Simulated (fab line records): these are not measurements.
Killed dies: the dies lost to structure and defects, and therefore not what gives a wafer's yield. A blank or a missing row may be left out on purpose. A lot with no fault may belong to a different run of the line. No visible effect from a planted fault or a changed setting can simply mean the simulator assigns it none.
fab line records | flow gf180mcu
[record] lots = 11 | wafers = 33 | last-day = 34
route steps=602 shown STI@1 HV_LDD@198 NSD@245 M1@331
lots that met no fault: taken from a fault-free run of the same line
start-h: the number of hours between the record's first day and the start of the first shown wafer of the lot | wait-h: how many hours have passed since the lot's step before this one | " identical to the entry in the row above | L1.1+2: a row that stands for several wafers | - no value, or no start given | * or withheld: withheld | < > ~ a bound
route shown NAME@n: a module of which the file shows steps, and the number in the route of the first | usual: mean/standard deviation of fault-free wafers | same: alike in all rows | chamber/n: place in a boat | sites: readings site by site | _std_site: the values' standard deviation | _edge_site: mean of outer sites minus mean of inner sites | radius-mm: how far each site lies from the wafer's centre | mask NAME#n: copy n | behind: the most recent tool/chamber to have shaped the wafer | hold: what put the lot on hold/how long, in hours/how the hold closed | device: which transistor (n, p or np) failed to switch | end of line: tests of these same wafers at the route's end | a step with no rows: only its recipe | killed: the dies lost at the first sort to structure and to defects; this is not the yield of the wafer | map: a wafer's dies, marking killed ones x, the rest . and places with no die _
set.NAME: the setting the step ran with; set.NAME@STEP: the setting that earlier step ran with | model.NAME: the simulator's own value behind a step, which no gauge read
one table for each step of the route and one row for each wafer, over a sample of lots
services: from which hour (start-h, from the record's first day; less than 0 if before it) a tool's chamber was out of use, for how many hours, and why
[[steps]]
[step GF_STI_BOW_MEAS_00]
[recipe] mode = bow
[usual] INCOMING_BOW = 0/6.1
lot.wafer | tool          | chamber | start-h | wait-h | INCOMING_BOW[um]
L104.2    | film-metro-03 | -       | 10.02   | -      | 12
L104.3    | "             | -       | "       | "      | -13
L104.4    | "             | -       | "       | "      | -9
L106.2    | film-metro-03 | -       | 20.02   | -      | 2
L106.3    | "             | -       | "       | "      | 6
L106.4    | "             | -       | "       | "      | -1
L108.2    | film-metro-01 | -       | 30.02   | -      | 3
L108.3    | "             | -       | "       | "      | 7
L108.6    | "             | -       | "       | "      | 2
L110.1    | film-metro-03 | -       | 40.00   | -      | -3
L110.2    | "             | -       | "       | "      | 6
L110.3    | "             | -       | "       | "      | -3
L112.2    | film-metro-02 | -       | 50.02   | -      | -13
L112.3    | "             | -       | "       | "      | -6
L112.6    | "             | -       | "       | "      | 10
L113.1    | film-metro-02 | -       | 55.00   | -      | 5
L113.3    | "             | -       | "       | "      | 8
L113.6    | "             | -       | "       | "      | 5
L115.3    | film-metro-01 | -       | 65.04   | -      | -1
L115.5    | "             | -       | "       | "      | 1
L115.6    | "             | -       | "       | "      | -5
L120.1    | film-metro-02 | -       | 90.00   | -      | -1
L120.4    | "             | -       | "       | "      | -3
L120.5    | "             | -       | "       | "      | 9
L121.1    | film-metro-03 | -       | 95.00   | -      | -14
L121.2    | "             | -       | "       | "      | 1
L121.3    | "             | -       | "       | "      | -13
L124.1    | film-metro-02 | -       | 110.00  | -      | 7
L124.2    | "             | -       | "       | "      | -3
L124.6    | "             | -       | "       | "      | 7
L126.1    | film-metro-03 | -       | 120.00  | -      | 4
L126.2    | "             | -       | "       | "      | -1
L126.4    | "             | -       | "       | "      | -1
[step GF_HV_LDD_STRIP_22]
[recipe] chemistry = O2/N2 | power-w = 1400 | pressure-mtorr = 1500 | platen-temp-c = 250 | o2-flow-sccm = 3000 | n2-flow-sccm = 300 | overash-fraction = 0.5
[usual] drypump-motor-current-A = 5.6/0.5 | heater-power-w = 327/22 | o2-flow-sccm = 3001/9 | oes-product-au = 0.716/0.0046 | strip-time-to-endpoint-s = 12.61/0.035
lot.wafer | tool            | chamber | start-h | wait-h | drypump-motor-current-A | heater-power-w | o2-flow-sccm | oes-product-au | rf-hours-counter-h | strip-time-to-endpoint-s
L104.2    | plasma-asher-03 | 0       | 234.03  | 0.1    | 5.1                     | 327            | 3000         | 0.717          | 11                 | 12.59
L104.3    | "               | 1       | "       | "      | 6.1                     | 346            | 2993         | 0.715          | -                  | 12.59
L104.4    | "               | 0       | "       | "      | 5.1                     | 329            | 3007         | 0.711          | -                  | 12.61
L106.2    | plasma-asher-03 | 0       | 247.21  | 0.1    | 5.0                     | 327            | 3005         | 0.715          | 13                 | 12.57
L106.3    | "               | 1       | "       | "      | 6.2                     | 333            | 2998         | 0.715          | -                  | 12.60
L106.4    | "               | 0       | "       | "      | 5.1                     | 328            | 3005         | 0.720          | -                  | 12.64
L108.2    | plasma-asher-01 | 1       | 262.66  | 0.1    | 4.9                     | 335            | 2997         | 0.718          | 50                 | 12.67
L108.3    | "               | 0       | "       | "      | 5.6                     | 310            | 2980         | 0.718          | -                  | 12.69
L108.6    | "               | 0       | "       | "      | 5.6                     | 316            | 2987         | 0.716          | -                  | 12.72
L110.1    | plasma-asher-04 | 1       | 276.46  | 0.1    | 6.2                     | 292            | 3005         | 0.722          | 63                 | 12.59
L110.2    | "               | 0       | "       | "      | 5.6                     | 348            | 3003         | 0.720          | 63                 | 12.56
L110.3    | "               | 0       | "       | "      | 5.6                     | 339            | 3012         | 0.707          | -                  | 12.59
L112.2    | plasma-asher-01 | 0       | 289.26  | 0.1    | 5.6                     | 301            | 3000         | 0.717          | 53                 | 12.59
L112.3    | "               | 0       | "       | "      | 5.6                     | 306            | 3002         | 0.712          | -                  | 12.62
L112.6    | "               | 0       | "       | "      | 5.6                     | 301            | 3009         | 0.713          | -                  | 12.57
L113.1    | plasma-asher-01 | 1       | 301.56  | 0.1    | 5.0                     | 350            | 3006         | 0.711          | 54                 | 12.56
L113.3    | "               | 1       | "       | "      | 4.9                     | 338            | 2998         | 0.711          | -                  | 12.58
L113.6    | "               | 1       | "       | "      | 5.0                     | 343            | 2995         | 0.725          | -                  | 12.58
L115.3    | plasma-asher-04 | 0       | 317.19  | 0.1    | 5.6                     | 350            | 2992         | 0.720          | -                  | 12.59
L115.5    | "               | 0       | "       | "      | 5.6                     | 352            | 3002         | 0.721          | -                  | 12.60
L115.6    | "               | 1       | "       | "      | 6.2                     | 288            | 2987         | 0.725          | -                  | 12.58
L120.1    | plasma-asher-01 | 1       | 356.76  | 0.1    | 4.9                     | 328            | 2994         | 0.716          | 60                 | 12.56
L120.4    | "               | 0       | "       | "      | 5.6                     | 310            | 2990         | 0.710          | -                  | 12.59
L120.5    | "               | 1       | "       | "      | 4.9                     | 341            | 2997         | 0.718          | -                  | 12.57
L121.1    | plasma-asher-04 | 0       | 361.21  | 0.1    | 5.6                     | 344            | 2994         | 0.715          | 72                 | 12.59
L121.2    | "               | 1       | "       | "      | 6.2                     | 283            | 3005         | 0.720          | 72                 | 12.59
L121.3    | "               | 0       | "       | "      | 5.6                     | 354            | 3004         | 0.704          | -                  | 12.59
L124.1    | plasma-asher-03 | 1       | 389.47  | 0.1    | 6.2                     | 342            | 3007         | 0.714          | 27                 | 12.66
L124.2    | "               | 0       | "       | "      | 5.0                     | 327            | 3011         | 0.721          | 27                 | 12.66
L124.6    | "               | 1       | "       | "      | 6.2                     | 345            | 3012         | 0.724          | -                  | 12.60
L126.1    | plasma-asher-01 | 0       | 414.82  | 0.1    | 5.6                     | 303            | 3010         | 0.723          | 66                 | 12.59
L126.2    | "               | 1       | "       | "      | 4.9                     | 339            | 3007         | 0.708          | 66                 | 12.64
L126.4    | "               | 1       | "       | "      | 4.9                     | 349            | 3002         | 0.713          | -                  | 12.61
[step GF_NSD_IMPLANT_10]
[recipe] species = P | energy-kev = 40 | dose-cm2 = 5e+14 | tilt-deg = 7
[usual] beam-on-s = 10.01/0.21 | faraday-current-uA = 2783/58
lot.wafer | tool         | chamber | start-h | wait-h | beam-on-s | faraday-current-uA
L104.2    | implanter-01 | 0       | 295.74  | 0.1    | 9.78      | 2847
L104.3    | "            | 0       | "       | "      | 9.90      | 2814
L104.4    | "            | 0       | "       | "      | 9.94      | 2800
L106.2    | implanter-01 | 0       | 310.64  | 0.1    | 10.13     | 2743
L106.3    | "            | 0       | "       | "      | 10.07     | 2760
L106.4    | "            | 0       | "       | "      | 10.02     | 2789
L108.2    | implanter-03 | 0       | 326.79  | 0.1    | 10.15     | 2747
L108.3    | "            | 0       | "       | "      | 10.10     | 2768
L108.6    | "            | 0       | "       | "      | 10.22     | 2730
L110.1    | implanter-01 | 0       | 340.86  | 0.1    | 9.96      | 2817
L110.2    | "            | 0       | "       | "      | 10.23     | 2722
L110.3    | "            | 0       | "       | "      | 9.96      | 2793
L112.2    | implanter-03 | 0       | 355.40  | 0.1    | 9.90      | 2806
L112.3    | "            | 0       | "       | "      | 9.85      | 2830
L112.6    | "            | 0       | "       | "      | 9.85      | 2832
L113.1    | implanter-01 | 0       | 368.98  | 0.1    | 10.12     | 2769
L113.3    | "            | 0       | "       | "      | 10.28     | 2721
L113.6    | "            | 0       | "       | "      | 9.98      | 2793
L115.3    | implanter-01 | 0       | 385.62  | 0.1    | 10.10     | 2759
L115.5    | "            | 0       | "       | "      | 9.80      | 2833
L115.6    | "            | 0       | "       | "      | 10.54     | 2635
L120.1    | implanter-03 | 0       | 430.23  | 0.1    | 9.85      | 2831
L120.4    | "            | 0       | "       | "      | 10.18     | 2745
L120.5    | "            | 0       | "       | "      | 9.51      | 2924
L121.1    | implanter-03 | 0       | 433.68  | 0.1    | 7.61      | 3670
L121.2    | "            | 0       | "       | "      | 7.85      | 3542
L121.3    | "            | 0       | "       | "      | 7.93      | 3502
L124.1    | implanter-03 | 0       | 465.22  | 0.1    | 7.56      | 3670
L124.2    | "            | 0       | "       | "      | 7.81      | 3580
L124.6    | "            | 0       | "       | "      | 7.99      | 3471
L126.1    | implanter-04 | 0       | 490.32  | 0.1    | 9.84      | 2833
L126.2    | "            | 0       | "       | "      | 10.01     | 2781
L126.4    | "            | 0       | "       | "      | 10.07     | 2777
[step GF_NSD_STRIP_11]
[recipe] chemistry = O2/N2 | power-w = 1400 | pressure-mtorr = 1500 | platen-temp-c = 250 | o2-flow-sccm = 3000 | n2-flow-sccm = 300 | overash-fraction = 0.5
[usual] drypump-motor-current-A = 5.6/0.35 | heater-power-w = 342/30 | o2-flow-sccm = 3000/7.7 | oes-product-au = 0.487/0.0049 | strip-time-to-endpoint-s = 22.96/0.041
lot.wafer | tool            | chamber | start-h | wait-h | drypump-motor-current-A | heater-power-w | o2-flow-sccm | oes-product-au | rf-hours-counter-h | strip-time-to-endpoint-s
L104.2    | plasma-asher-04 | 1       | 295.86  | 0.1    | 6.2                     | 293            | 2985         | 0.484          | 65                 | 22.90
L104.3    | "               | 0       | "       | "      | 5.6                     | 352            | 3019         | 0.490          | -                  | 22.91
L104.4    | "               | 1       | "       | "      | 6.2                     | 282            | 2995         | 0.478          | -                  | 22.90
L106.2    | plasma-asher-04 | 0       | 310.76  | 0.1    | 5.6                     | 352            | 3006         | 0.483          | 66                 | 22.88
L106.3    | "               | 1       | "       | "      | 6.2                     | 290            | 3006         | 0.480          | -                  | 22.87
L106.4    | "               | 0       | "       | "      | 5.6                     | 346            | 3010         | 0.487          | -                  | 22.88
L108.2    | plasma-asher-01 | 1       | 326.91  | 0.1    | 5.0                     | 334            | 3017         | 0.493          | 57                 | 22.91
L108.3    | "               | 0       | "       | "      | 5.6                     | 309            | 2990         | 0.486          | -                  | 22.96
L108.6    | "               | 1       | "       | "      | 5.0                     | 339            | 3001         | 0.494          | -                  | 22.94
L110.1    | plasma-asher-02 | 0       | 341.01  | 0.1    | 5.8                     | 362            | 2995         | 0.497          | 68                 | 22.91
L110.2    | "               | 1       | "       | "      | 5.5                     | 369            | 3003         | 0.488          | 68                 | 22.96
L110.3    | "               | 0       | "       | "      | 5.8                     | 370            | 3009         | 0.487          | -                  | 22.93
L112.2    | plasma-asher-02 | 0       | 355.52  | 0.1    | 5.8                     | 365            | 3000         | 0.481          | 69                 | 22.98
L112.3    | "               | 0       | "       | "      | 5.8                     | 351            | 3004         | 0.486          | -                  | 23.00
L112.6    | "               | 0       | "       | "      | 5.8                     | 357            | 3005         | 0.486          | -                  | 22.99
L113.1    | plasma-asher-04 | 1       | 369.13  | 0.1    | 6.3                     | 289            | 2995         | 0.495          | 72                 | 22.96
L113.3    | "               | 1       | "       | "      | 6.2                     | 291            | 2998         | 0.487          | -                  | 22.95
L113.6    | "               | 0       | "       | "      | 5.6                     | 331            | 2997         | 0.490          | -                  | 22.98
L115.3    | plasma-asher-04 | 0       | 385.76  | 0.1    | 5.6                     | 361            | 3008         | 0.484          | -                  | 22.94
L115.5    | "               | 1       | "       | "      | 6.2                     | 289            | 3003         | 0.496          | -                  | 22.98
L115.6    | "               | 0       | "       | "      | 5.6                     | 347            | 3009         | 0.482          | -                  | 22.98
L120.1    | plasma-asher-02 | 1       | 430.38  | 0.1    | 5.5                     | 362            | 2996         | 0.477          | 0                  | 23.00
L120.4    | "               | 1       | "       | "      | 5.5                     | 346            | 3002         | 0.487          | -                  | 22.98
L120.5    | "               | 0       | "       | "      | 5.8                     | 383            | 3009         | 0.491          | -                  | 23.02
L121.1    | plasma-asher-02 | 0       | 433.83  | 0.1    | 5.8                     | 381            | 3011         | 0.491          | 0                  | 22.84
L121.2    | "               | 1       | "       | "      | 5.5                     | 360            | 3008         | 0.488          | 0                  | 22.87
L121.3    | "               | 0       | "       | "      | 5.8                     | 370            | 2998         | 0.486          | -                  | 22.84
L124.1    | plasma-asher-01 | 1       | 465.37  | 0.1    | 5.0                     | 339            | 2984         | 0.487          | 72                 | 22.82
L124.2    | "               | 0       | "       | "      | 5.6                     | 308            | 3008         | 0.492          | 72                 | 22.79
L124.6    | "               | 0       | "       | "      | 5.6                     | 308            | 3005         | 0.489          | -                  | 22.86
L126.1    | plasma-asher-04 | 0       | 490.47  | 0.1    | 5.6                     | 341            | 2999         | 0.485          | 86                 | 22.90
L126.2    | "               | 1       | "       | "      | 6.2                     | 282            | 2992         | 0.485          | 86                 | 22.94
L126.4    | "               | 0       | "       | "      | 5.6                     | 352            | 2999         | 0.481          | -                  | 22.90
[step GF_PSD_RS_MEAS_14]
[recipe] thk-meas-gauge = four-point-probe
[usual] NSD_RS = 46.15/0.083
lot.wafer | tool          | chamber | start-h | wait-h | NSD_RS[ohm/sq]
L104.2    | film-metro-03 | -       | 316.57  | 0.1    | 46.07
L104.3    | "             | -       | "       | "      | 46.19
L104.4    | "             | -       | "       | "      | 46.05
L106.2    | film-metro-01 | -       | 331.99  | 0.1    | 46.22
L106.3    | "             | -       | "       | "      | 46.27
L106.4    | "             | -       | "       | "      | 46.16
L108.2    | film-metro-01 | -       | 348.52  | 0.1    | 46.20
L108.3    | "             | -       | "       | "      | 46.19
L108.6    | "             | -       | "       | "      | 46.12
L110.1    | film-metro-01 | -       | 362.87  | 0.1    | 46.20
L110.2    | "             | -       | "       | "      | 46.25
L110.3    | "             | -       | "       | "      | 46.16
L112.2    | film-metro-01 | -       | 378.14  | 0.1    | 46.25
L112.3    | "             | -       | "       | "      | 46.28
L112.6    | "             | -       | "       | "      | 46.19
L113.1    | film-metro-01 | -       | 392.25  | 0.1    | 46.04
L113.3    | "             | -       | "       | "      | 46.12
L113.6    | "             | -       | "       | "      | 46.18
L115.3    | film-metro-03 | -       | 409.11  | 0.1    | 46.23
L115.5    | "             | -       | "       | "      | 46.00
L115.6    | "             | -       | "       | "      | 46.19
L120.1    | film-metro-01 | -       | 455.60  | 0.1    | 46.24
L120.4    | "             | -       | "       | "      | 46.17
L120.5    | "             | -       | "       | "      | 45.98
L121.1    | film-metro-04 | -       | 458.62  | 0.1    | 47.54
L121.2    | "             | -       | "       | "      | 47.54
L121.3    | "             | -       | "       | "      | 47.60
L124.1    | film-metro-03 | -       | 489.25  | 0.1    | 47.47
L124.2    | "             | -       | "       | "      | 47.35
L124.6    | "             | -       | "       | "      | 47.42
L126.1    | film-metro-04 | -       | 514.62  | 0.1    | 46.09
L126.2    | "             | -       | "       | "      | 46.20
L126.4    | "             | -       | "       | "      | 46.26
[step GF_M1_METAL_ETCH_16]
[recipe] chemistry = Cl2/BCl3 | mask-material = KrF | target-depth-nm = 750.8 | stop-on = SiO2 | pressure-mtorr = 8 | icp-w = 800 | bias-w = 140 | Cl2_flow_sccm = 80 | bcl3-flow-sccm = 40 | time-s = 125.1
[usual] drypump-motor-current-A = 5.9/0.3 | oes-product-au = 0.989/0.0057 | throttle-valve-pct = 28.231/0.01
lot.wafer | tool         | chamber | start-h | wait-h | drypump-motor-current-A | oes-product-au | rf-hours-counter-h | throttle-valve-pct
L104.2    | rie-metal-02 | 0       | 385.53  | 0.0    | 6.3                     | 0.976          | 4                  | 28.237
L104.3    | "            | 1       | "       | "      | 5.6                     | 0.981          | -                  | 28.239
L104.4    | "            | 0       | "       | "      | 6.3                     | 0.979          | -                  | 28.237
L106.2    | rie-metal-02 | 0       | 401.71  | 0.0    | 6.3                     | 0.988          | 4                  | 28.250
L106.3    | "            | 1       | "       | "      | 5.6                     | 0.979          | -                  | 28.246
L106.4    | "            | 0       | "       | "      | 6.3                     | 0.989          | -                  | 28.245
L108.2    | rie-metal-03 | 0       | 418.67  | 0.0    | 6.1                     | 0.987          | 10                 | 28.234
L108.3    | "            | 0       | "       | "      | 6.1                     | 0.988          | -                  | 28.231
L108.6    | "            | 0       | "       | "      | 6.1                     | 1.004          | -                  | 28.226
L110.1    | rie-metal-02 | 1       | 435.51  | 0.0    | 5.6                     | 0.996          | 8                  | 28.223
L110.2    | "            | 0       | "       | "      | 6.3                     | 0.990          | 5                  | 28.243
L110.3    | "            | 1       | "       | "      | 5.6                     | 0.993          | -                  | 28.241
L112.2    | rie-metal-01 | 0       | 452.18  | 0.0    | 5.4                     | 0.987          | 8                  | 28.241
L112.3    | "            | 1       | "       | "      | 6.1                     | 0.985          | -                  | 28.230
L112.6    | "            | 1       | "       | "      | 6.1                     | 0.985          | -                  | 28.228
L113.1    | rie-metal-03 | 0       | 468.96  | 0.0    | 6.1                     | 0.989          | 11                 | 28.231
L113.3    | "            | 1       | "       | "      | 6.0                     | 0.990          | -                  | 28.224
L113.6    | "            | 0       | "       | "      | 6.1                     | 0.993          | -                  | 28.236
L115.3    | rie-metal-02 | 1       | 483.87  | 0.1    | 5.6                     | 0.984          | -                  | 28.234
L115.5    | "            | 1       | "       | "      | 5.6                     | 0.989          | -                  | 28.226
L115.6    | "            | 0       | "       | "      | 6.3                     | 0.981          | -                  | 28.235
L120.1    | rie-metal-02 | 0       | 529.27  | 0.0    | 6.3                     | 0.983          | 7                  | 28.221
L120.4    | "            | 1       | "       | "      | 5.6                     | 0.980          | -                  | 28.232
L120.5    | "            | 0       | "       | "      | 6.3                     | 0.993          | -                  | 28.227
L121.1    | rie-metal-03 | 0       | 532.32  | 0.0    | 6.1                     | 0.995          | 13                 | 28.241
L121.2    | "            | 1       | "       | "      | 6.0                     | 0.988          | 1                  | 28.217
L121.3    | "            | 0       | "       | "      | 6.1                     | 0.999          | -                  | 28.231
L124.1    | rie-metal-03 | 0       | 561.02  | 0.0    | 6.1                     | 0.990          | 14                 | 28.220
L124.2    | "            | 1       | "       | "      | 6.0                     | 0.986          | 2                  | 28.221
L124.6    | "            | 1       | "       | "      | 5.9                     | 0.994          | -                  | 28.239
L126.1    | rie-metal-01 | 1       | 583.61  | 0.0    | 6.1                     | 0.989          | 6                  | 28.250
L126.2    | "            | 0       | "       | "      | 5.4                     | 0.989          | 11                 | 28.230
L126.4    | "            | 1       | "       | "      | 6.1                     | 0.976          | -                  | 28.245
[[services]]
tool            | chamber | start-h | hours | kind
implanter-01    | -       | 219.62  | 9.0   | pm
implanter-01    | -       | 229.69  | 2.5   | repair
implanter-01    | -       | 236.47  | 1.2   | repair
rie-metal-01    | -       | 254.24  | 0.6   | repair
plasma-asher-03 | -       | 269.81  | 0.5   | repair
implanter-01    | -       | 270.02  | 5.9   | repair
implanter-03    | -       | 271.68  | 0.8   | repair
implanter-01    | -       | 281.08  | 2.5   | pm
rie-metal-02    | -       | 295.76  | 2.8   | pm
rie-metal-01    | 1       | 325.62  | 9.7   | repair
rie-metal-03    | 1       | 364.02  | 21.7  | repair
rie-metal-01    | -       | 418.53  | 2.4   | repair
plasma-asher-02 | -       | 421.25  | 9.0   | pm
plasma-asher-01 | -       | 440.60  | 0.4   | repair
rie-metal-02    | -       | 441.84  | 1.4   | pm
plasma-asher-02 | -       | 443.42  | 1.0   | repair
rie-metal-03    | -       | 445.45  | 14.6  | pm
implanter-01    | -       | 500.27  | 4.1   | repair
plasma-asher-02 | -       | 504.47  | 0.9   | repair
implanter-03    | -       | 518.71  | 22.6  | repair
implanter-01    | -       | 540.34  | 7.4   | repair
implanter-03    | -       | 541.33  | 5.3   | pm
implanter-03    | -       | 558.78  | 5.3   | pm
implanter-01    | -       | 581.77  | 5.3   | repair
[[key]]
[first-sign] step = GF_NSD_IMPLANT_10 | reading = faraday-current-uA | direction = up | sigmas = 14 | usual = 2783 | struck = 3572
[effect] step = GF_NSD_IMPLANT_10 | reading = beam-on-s | direction = down | sigmas = 11 | usual = 10.01 | struck = 7.79
[effect] step = GF_NSD_STRIP_11 | reading = strip-time-to-endpoint-s | direction = down | sigmas = 3 | usual = * | struck = *
[effect] step = GF_PSD_RS_MEAS_14 | reading = NSD_RS | direction = up | sigmas = 16 | usual = 46.15 | struck = 47.49
met-at GF_NSD_IMPLANT_10
struck-lots L121,L124
tester-left-out L121,L124
not-acting-at GF_STI_BOW_MEAS_00,GF_HV_LDD_STRIP_22,GF_M1_METAL_ETCH_16
onset-between 430.23 433.68
[fault] kind = process-parameter-drift | tool = implanter-03 | chamber = - | onset-h = 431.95 | steps = GF_NSD_IMPLANT_10 | channel = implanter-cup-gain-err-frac | offset = 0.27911 | shape = step | end-h = 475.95
// tester-left-out: of these lots the tester's yield and bins aren't shown, on N5 and GAA mostly nor the transistor test; their killed dies are dies lost to structure and defects alone, not to doping, threshold or leakage, so they don't give the yield
